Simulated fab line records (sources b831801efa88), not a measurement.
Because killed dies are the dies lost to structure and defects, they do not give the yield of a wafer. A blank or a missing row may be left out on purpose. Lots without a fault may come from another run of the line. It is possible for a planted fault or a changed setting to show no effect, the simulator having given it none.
Which of the tools did it?    flow sky130    Sampling: 12 lots, 36 wafers, 2 of 708 route steps

## WHAT THE GAUGES SHOWED, per wafer
SKY_VIA1_RS_MEAS_22: uses a four-point probe to measure.
lot   measured      on             VIA1_W_RS (ohm/sq)
L075  day 34 02:14  film metro-03  0.425 0.434 0.426
L077  day 34 18:37  film metro-01  0.434 0.427 0.430
L079  day 35 15:53  film metro-02  0.427 0.429 0.432
L081  day 36 06:55  film metro-03  0.432 0.437 0.432
L083  day 37 00:54  film metro-02  0.426 0.438 0.432
L085  day 37 11:38  film metro-02  0.430 0.431 0.430
L087  day 38 07:17  film metro-01  0.427 0.429 0.426
L089  day 38 22:19  film metro-01  0.423 0.432 0.417
L091  day 39 10:41  film metro-01  0.429 0.430 0.429
L094  day 40 07:55  film metro-02  0.428 0.435 0.425
L095  day 40 11:38  film metro-03  0.425 0.429 0.421
L097  day 40 22:28  film metro-03  0.431 0.431 0.426

## EACH LOT AND THE TOOL THAT RAN IT (in order: tool; ch and the chambers of the sampled wafers; start)
lot   SKY_METAL1_DESCUM_17
L075  rie metal-04 ch 0, day 32 21:26
L077  rie metal-04 ch 0,1, day 33 13:18
L079  rie metal-01 ch 0,1, day 34 10:32
L081  rie metal-04 ch 0,1, day 35 02:29
L083  rie metal-01 ch 1, day 35 21:17
L085  rie metal-02 ch 0,1, day 36 07:03
L087  rie metal-01 ch 0,1, day 37 03:10
L089  rie metal-02 ch 0,1, day 37 18:23
L091  rie metal-02 ch 0,1, day 38 06:48
L094  rie metal-01 ch 0, day 39 05:17
L095  rie metal-04 ch 0,1, day 39 08:08
L097  rie metal-02 ch 0,1, day 39 19:34
- SKY_METAL1_DESCUM_17: chemistry O2, time 8 s.

## THE ANSWER, worked out from the rows above alone
Rule: usual is defined by the lots themselves. The widest of any qualifying gaps counts: lots, ordered by their means at a reading, are off when they make up no more than a third of the lots, leave a main group of 4 or more, and stand apart from it by 3 or more times the standard deviation of that group's means. If all means in a main group match to the digits the tables above print for the reading, that group is not used. Also off: a lot with no number at a reading for which 4 or more lots have one. Any other lot the step has rows for is counted as sound.
No lot is off on any of the readings shown, so nothing can be concluded from this.

## WHAT HAD BEEN PUT IN BY THE SIMULATOR
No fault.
